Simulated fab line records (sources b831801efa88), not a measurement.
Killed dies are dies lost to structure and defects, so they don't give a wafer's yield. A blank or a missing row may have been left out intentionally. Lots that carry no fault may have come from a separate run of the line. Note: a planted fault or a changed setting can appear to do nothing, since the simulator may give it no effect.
fab line records -- flow gf180mcu
[record] lots = 12, wafers = 35, lastDay = 34
route steps=602 shown V4@481 MIM@522 V5@543 PASSIVATION@587
lots untouched by any fault: they come from a run of this same line in which no faults occurred
startH: the number of hours between the record's first day and the start of the first shown wafer of the lot -- waitH: hours from the lot's prior step to this one -- " unchanged from the row above -- L1.1+2: a single row standing in for several wafers -- - no value present, or no start provided -- * or withheld: withheld -- < > ~ a bound
route shown NAME@n: names a module that has steps shown in the file, with the first one's number in the route -- usual: the fault-free wafers' mean and standard deviation -- same: alike in all rows -- chamber/n: place in a boat -- sites: readings site by site -- _std_site: their standard deviation -- _edge_site: the outer-site mean with the inner-site mean subtracted -- radiusMm: for every site, how far away it sits from the centre of the wafer -- mask NAME#n: copy n -- behind: the tool/chamber that last shaped the wafer -- hold: what put the lot on hold/how long, in hours/how the hold closed -- device: whichever transistor did not switch (one of n, p or np) -- end of line: tests of these same wafers at the route's end -- a step given without rows: its recipe and nothing more -- killed: count of dies lost to structure and defects at first sort (not the wafer's yield) -- map: dies across one wafer; x = killed, . = not, _ = none there
set.NAME: setting as actually run; set.NAME@STEP: the setting as run at that earlier step -- model.NAME: the simulator's own value behind a step, which no gauge read
a sample of lots followed through the steps of the route, with each step as a table and each wafer as a row
services: the hour from which a tool's chamber was out of use, counted from the record's first day as startH (under 0 if before that day), plus the number of hours and why
[[steps]]
[step GF_V4_BOW_MEAS_05]
[recipe] mode = bow
[usual] V4_BOW = 135/8.8
lot.wafer,tool,chamber,startH,waitH,V4_BOW[um]
L270.3,filmMetro-04,-,553.92,0.2,132
L270.4,filmMetro-04,-,553.92,0.2,141
L270.5,filmMetro-04,-,553.92,0.2,124
L272.1,filmMetro-02,-,571.13,0.2,146
L272.3,filmMetro-02,-,571.13,0.2,125
L272.6,filmMetro-02,-,571.13,0.2,146
L275.2,filmMetro-01,-,596.69,0.1,135
L275.3,filmMetro-01,-,596.69,0.1,148
L275.6,filmMetro-01,-,596.69,0.1,135
L276.1,filmMetro-01,-,601.70,0.2,128
L276.4,filmMetro-01,-,601.70,0.2,126
L276.6,filmMetro-01,-,601.70,0.2,128
L277.2,filmMetro-01,-,605.39,0.2,139
L277.3,filmMetro-01,-,605.39,0.2,138
L277.5,filmMetro-01,-,605.39,0.2,144
L278.2,filmMetro-04,-,615.05,0.3,135
L278.4,filmMetro-04,-,615.05,0.3,138
L278.5,filmMetro-04,-,615.05,0.3,146
L279.1,filmMetro-01,-,626.15,0.1,139
L279.2,filmMetro-01,-,626.15,0.1,132
L279.3,filmMetro-01,-,626.15,0.1,140
L280.1,filmMetro-02,-,629.96,0.2,132
L280.2,filmMetro-02,-,629.96,0.2,128
L280.4,filmMetro-02,-,629.96,0.2,136
L282.3,filmMetro-04,-,648.90,0.3,123
L282.5,filmMetro-04,-,648.90,0.3,126
L282.6,filmMetro-04,-,648.90,0.3,123
L285.2,filmMetro-04,-,668.61,0.3,130
L285.5,filmMetro-04,-,668.61,0.3,138
L290.1,filmMetro-04,-,696.47,0.1,125
L290.3,filmMetro-04,-,696.47,0.1,114
L290.5,filmMetro-04,-,696.47,0.1,130
L292.2,filmMetro-01,-,717.79,0.1,134
L292.5,filmMetro-01,-,717.79,0.1,128
L292.6,filmMetro-01,-,717.79,0.1,137
[step GF_MIM_METAL_ETCH_19]
[recipe] chemistry = Cl2/BCl3, maskMaterial = NOVOLAK, stopOn = Si3N4, targetDepthNm = 324.5, pressureMtorr = 8, icpW = 800, biasW = 140, Cl2_flow_sccm = 80, bcl3FlowSccm = 40, timeS = 54.1
[usual] bcl3FlowSccm = 40.02/0.12, drypumpMotorCurrentA = 5.78/0.23, oesProductAu = 0.941/0.007, rfFwdPowerW = 793.8/2.3, throttleValvePct = 28.284/0.011
lot.wafer,tool,chamber,startH,waitH,bcl3FlowSccm,drypumpMotorCurrentA,oesProductAu,rfFwdPowerW,rfHoursCounterH,throttleValvePct
L270.3,rieMetal-02,0,598.13,0.1,40.07,5.72,0.943,792.4,-,28.268
L270.4,rieMetal-02,1,598.13,0.1,39.83,5.85,0.932,793.8,-,28.300
L270.5,rieMetal-02,0,598.13,0.1,40.04,5.72,0.933,797.2,-,28.280
L272.1,rieMetal-02,0,615.80,0.1,39.78,5.70,0.941,793.9,11,28.294
L272.3,rieMetal-02,0,615.80,0.1,40.10,5.70,0.940,793.0,-,28.272
L272.6,rieMetal-02,0,615.80,0.1,39.97,5.71,0.944,789.8,-,28.270
L275.2,rieMetal-01,0,639.43,0.1,39.94,6.11,0.944,796.5,-,28.270
L275.3,rieMetal-01,0,639.43,0.1,39.93,6.05,0.946,793.3,-,28.274
L275.6,rieMetal-01,0,639.43,0.1,40.03,6.05,0.949,791.9,-,28.273
L276.1,rieMetal-02,1,644.21,0.1,39.97,5.85,0.934,796.5,0,28.277
L276.4,rieMetal-02,1,644.21,0.1,40.11,5.84,0.938,792.5,-,28.287
L276.6,rieMetal-02,0,644.21,0.1,40.07,5.72,0.932,794.8,-,28.292
L277.2,rieMetal-01,0,648.44,0.1,39.82,6.06,0.946,793.4,-,28.296
L277.3,rieMetal-01,0,648.44,0.1,40.07,6.01,0.945,792.0,-,28.288
L277.5,rieMetal-01,0,648.44,0.1,39.92,6.04,0.954,794.1,-,28.273
L278.2,rieMetal-04,0,657.55,0.1,40.28,5.31,0.939,797.2,15,28.275
L278.4,rieMetal-04,1,657.55,0.1,40.10,5.00,0.932,787.6,-,28.275
L278.5,rieMetal-04,0,657.55,0.1,40.12,5.31,0.935,795.8,-,28.293
L279.1,rieMetal-02,0,668.65,0.1,39.87,5.73,0.932,794.4,13,28.283
L279.2,rieMetal-02,1,668.65,0.1,39.98,5.84,0.933,796.7,1,28.293
L279.3,rieMetal-02,1,668.65,0.1,39.99,5.87,0.935,796.8,-,28.289
L280.1,rieMetal-02,0,671.57,0.1,40.08,5.73,0.955,794.9,13,28.275
L280.2,rieMetal-02,1,671.57,0.1,40.12,5.78,0.947,793.2,1,28.276
L280.4,rieMetal-02,0,671.57,0.1,40.06,5.72,0.943,794.0,-,28.280
L282.3,rieMetal-01,0,690.32,0.1,40.10,6.06,0.922,795.3,-,28.283
L282.5,rieMetal-01,1,690.32,0.1,39.89,5.76,0.942,794.6,-,28.312
L282.6,rieMetal-01,0,690.32,0.1,40.02,6.03,0.928,795.1,-,28.297
L285.2,rieMetal-01,0,708.31,0.1,40.00,6.09,0.946,794.8,12,28.269
L285.5,rieMetal-01,1,708.31,0.1,40.13,5.75,0.954,792.5,-,28.278
L290.1,rieMetal-01,1,734.85,0.1,40.19,5.75,0.960,790.1,3,28.278
L290.3,rieMetal-01,0,734.85,0.1,40.07,6.08,0.942,793.3,-,28.294
L290.5,rieMetal-01,0,734.85,0.1,39.80,6.07,0.946,793.1,-,28.282
L292.2,rieMetal-02,1,753.82,0.1,39.94,5.84,0.946,794.4,-,28.295
L292.5,rieMetal-02,1,753.82,0.1,39.89,5.80,0.937,797.2,-,28.281
L292.6,rieMetal-02,1,753.82,0.1,39.86,5.81,0.937,795.7,-,28.292
[step GF_V5_THK_MEAS_03]
[recipe] reads = SiO2_of_V5_CVD_02
[usual] V5_CVD_02_THK = 1446/16
lot.wafer,tool,chamber,startH,waitH,V5_CVD_02_THK[nm]
L270.3,filmMetro-02,-,620.96,0.1,1447
L270.4,filmMetro-02,-,620.96,0.1,1457
L270.5,filmMetro-02,-,620.96,0.1,1476
L272.1,filmMetro-03,-,638.24,0.1,1434
L272.3,filmMetro-03,-,638.24,0.1,1459
L272.6,filmMetro-03,-,638.24,0.1,1441
L275.2,filmMetro-04,-,661.28,0.1,1439
L275.3,filmMetro-04,-,661.28,0.1,1448
L275.6,filmMetro-04,-,661.28,0.1,1484
L276.1,filmMetro-03,-,665.57,0.1,1459
L276.4,filmMetro-03,-,665.57,0.1,1457
L276.6,filmMetro-03,-,665.57,0.1,1462
L277.2,filmMetro-03,-,670.13,0.1,1422
L277.3,filmMetro-03,-,670.13,0.1,1412
L277.5,filmMetro-03,-,670.13,0.1,1458
L278.2,filmMetro-03,-,678.19,0.2,1447
L278.4,filmMetro-03,-,678.19,0.2,1443
L278.5,filmMetro-03,-,678.19,0.2,1450
L279.1,filmMetro-02,-,689.41,0.1,1460
L279.2,filmMetro-02,-,689.41,0.1,1448
L279.3,filmMetro-02,-,689.41,0.1,1454
L280.1,filmMetro-03,-,691.82,0.1,1420
L280.2,filmMetro-03,-,691.82,0.1,1420
L280.4,filmMetro-03,-,691.82,0.1,1453
L282.3,filmMetro-04,-,710.28,0.1,1432
L282.5,filmMetro-04,-,710.28,0.1,1473
L282.6,filmMetro-04,-,710.28,0.1,1463
L285.2,filmMetro-04,-,727.87,0.1,1449
L285.5,filmMetro-04,-,727.87,0.1,1468
L290.1,filmMetro-04,-,753.54,0.1,1433
L290.3,filmMetro-04,-,753.54,0.1,1411
L290.5,filmMetro-04,-,753.54,0.1,1437
L292.2,filmMetro-03,-,772.02,0.1,1423
L292.5,filmMetro-03,-,772.02,0.1,1430
L292.6,filmMetro-03,-,772.02,0.1,1438
[step GF_PASSIVATION_CVD_00]
[recipe] material = SiO2, targetThkNm = 1000, precursor = TEOS, tempC = 400, timeS = 111.95, rfW = 600
[usual] heaterPowerW = 626/130, rfFwdPowerW = 596.6/2.1, runLengthS = 139.6/0.52
lot.wafer,tool,chamber,startH,waitH,heaterPowerW,rfFwdPowerW,runLengthS
L270.3,pecvd-02,0,663.93,0.0,758,597.0,140.3
L270.4,pecvd-02,0,663.93,0.0,813,595.2,140.0
L270.5,pecvd-02,2,663.93,0.0,690,597.7,138.7
L272.1,pecvd-02,1,680.14,0.0,591,598.6,139.7
L272.3,pecvd-02,0,680.14,0.0,643,598.2,139.9
L272.6,pecvd-02,2,680.14,0.0,834,597.3,138.5
L275.2,pecvd-03,2,702.36,0.0,645,593.2,139.4
L275.3,pecvd-03,0,702.36,0.0,480,596.0,139.7
L275.6,pecvd-03,1,702.36,0.0,621,595.6,139.7
L276.1,pecvd-01,2,706.91,0.0,768,598.2,140.1
L276.4,pecvd-01,1,706.91,0.0,634,595.8,140.0
L276.6,pecvd-01,2,706.91,0.0,882,595.1,140.1
L277.2,pecvd-03,0,710.66,0.0,423,596.6,139.5
L277.3,pecvd-03,2,710.66,0.0,585,596.8,139.3
L277.5,pecvd-03,0,710.66,0.0,470,595.7,139.1
L278.2,pecvd-03,0,719.00,0.0,450,595.5,139.5
L278.4,pecvd-03,0,719.00,0.0,486,594.3,139.1
L278.5,pecvd-03,2,719.00,0.0,528,595.3,139.5
L279.1,pecvd-02,2,729.67,0.0,865,596.8,138.6
L279.2,pecvd-02,1,729.67,0.0,590,591.9,139.6
L279.3,pecvd-02,0,729.67,0.0,782,598.7,139.8
L280.1,pecvd-03,1,730.33,0.0,515,599.3,139.2
L280.2,pecvd-03,2,730.33,0.0,637,591.7,139.2
L280.4,pecvd-03,2,730.33,0.0,526,593.9,139.0
L282.3,pecvd-03,0,747.83,0.0,398,598.9,139.3
L282.5,pecvd-03,1,747.83,0.0,607,597.3,148.4
L282.6,pecvd-03,2,747.83,0.0,604,595.2,148.7
L285.2,pecvd-03,0,764.44,0.0,447,594.7,139.3
L285.5,pecvd-03,2,764.44,0.0,519,592.4,148.7
L290.1,pecvd-01,2,788.29,0.0,842,596.9,140.2
L290.3,pecvd-01,1,788.29,0.0,580,600.6,140.7
L290.5,pecvd-01,1,788.29,0.0,643,598.5,140.2
L292.2,pecvd-02,0,806.38,0.0,781,598.7,139.7
L292.5,pecvd-02,2,806.38,0.0,682,594.2,139.2
L292.6,pecvd-02,1,806.38,0.0,506,601.2,139.8
[step GF_PASSIVATION_THK_MEAS_01]
[recipe] reads = SiO2_of_PASSIVATION_CVD_00
[usual] PASSIVATION_CVD_00_THK = 1004/13
lot.wafer,tool,chamber,startH,waitH,PASSIVATION_CVD_00_THK[nm]
L270.3,filmMetro-04,-,664.03,0.1,990
L270.4,filmMetro-04,-,664.03,0.1,999
L270.5,filmMetro-04,-,664.03,0.1,1003
L272.1,filmMetro-04,-,680.21,0.0,998
L272.3,filmMetro-04,-,680.21,0.0,988
L272.6,filmMetro-04,-,680.21,0.0,1000
L275.2,filmMetro-02,-,702.45,0.0,1006
L275.3,filmMetro-02,-,702.45,0.0,1004
L275.6,filmMetro-02,-,702.45,0.0,1021
L276.1,filmMetro-01,-,706.99,0.0,994
L276.4,filmMetro-01,-,706.99,0.0,1012
L276.6,filmMetro-01,-,706.99,0.0,1021
L277.2,filmMetro-02,-,710.75,0.0,982
L277.3,filmMetro-02,-,710.75,0.0,980
L277.5,filmMetro-02,-,710.75,0.0,999
L278.2,filmMetro-02,-,719.09,0.0,989
L278.4,filmMetro-02,-,719.09,0.0,1002
L278.5,filmMetro-02,-,719.09,0.0,995
L279.1,filmMetro-01,-,729.75,0.0,1002
L279.2,filmMetro-01,-,729.75,0.0,1010
L279.3,filmMetro-01,-,729.75,0.0,998
L280.1,filmMetro-01,-,730.41,0.0,988
L280.2,filmMetro-01,-,730.41,0.0,993
L280.4,filmMetro-01,-,730.41,0.0,1023
L282.3,filmMetro-04,-,747.92,0.1,994
L282.5,filmMetro-04,-,747.92,0.1,1090
L282.6,filmMetro-04,-,747.92,0.1,1088
L285.2,filmMetro-02,-,764.54,0.1,1003
L285.5,filmMetro-02,-,764.54,0.1,1091
L290.1,filmMetro-01,-,788.37,0.0,986
L290.3,filmMetro-01,-,788.37,0.0,987
L290.5,filmMetro-01,-,788.37,0.0,1000
L292.2,filmMetro-01,-,806.47,0.0,987
L292.5,filmMetro-01,-,806.47,0.0,999
L292.6,filmMetro-01,-,806.47,0.0,1036
[[services]]
tool,chamber,startH,hours,kind
pecvd-01,0,575.70,4.8,repair
pecvd-01,-,581.56,4.3,pm
pecvd-03,0,589.06,15.9,repair
pecvd-01,-,591.12,14.0,pm
rieMetal-01,-,598.24,14.6,pm
pecvd-01,-,605.12,2.8,pm
rieMetal-02,1,613.54,-,clean
rieMetal-02,1,613.54,25.6,scheduledDown
rieMetal-02,1,613.54,25.6,ventCycle
rieMetal-02,-,626.32,2.8,pm
pecvd-03,0,671.42,7.3,repair
rieMetal-01,-,672.42,0.2,repair
rieMetal-04,-,685.77,1.4,pm
rieMetal-02,1,726.35,16.2,repair
pecvd-01,0,727.96,16.3,repair
rieMetal-02,0,742.54,-,clean
rieMetal-02,0,742.54,23.0,scheduledDown
rieMetal-02,0,742.54,23.0,ventCycle
rieMetal-01,-,753.51,0.5,repair
pecvd-03,-,770.17,6.0,pm
rieMetal-04,0,776.36,20.0,repair
pecvd-03,-,778.21,2.8,pm
pecvd-03,2,781.83,14.2,repair
rieMetal-01,0,786.34,3.6,repair
[[key]]
[firstSign] step = GF_PASSIVATION_CVD_00, reading = runLengthS, direction = up, sigmas = 17, usual = *, struck = *
[effect] step = GF_PASSIVATION_THK_MEAS_01, reading = PASSIVATION_CVD_00_THK, direction = up, sigmas = 6.6, usual = 1004, struck = 1090
metAt GF_PASSIVATION_CVD_00
struckLots L282,L285
struckWafers L282.5,L282.6,L285.5
notActingAt GF_V4_BOW_MEAS_05,GF_MIM_METAL_ETCH_19,GF_V5_THK_MEAS_03
onsetBetween 730.33 747.83
[fault] kind = processParameterDrift, tool = pecvd-03, chamber = -, onsetH = 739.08, steps = GF_PASSIVATION_CVD_00, channel = timeS, offset = *, shape = step, endH = 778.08, scope = struckWafersOnly, actsIn = *, stated = *
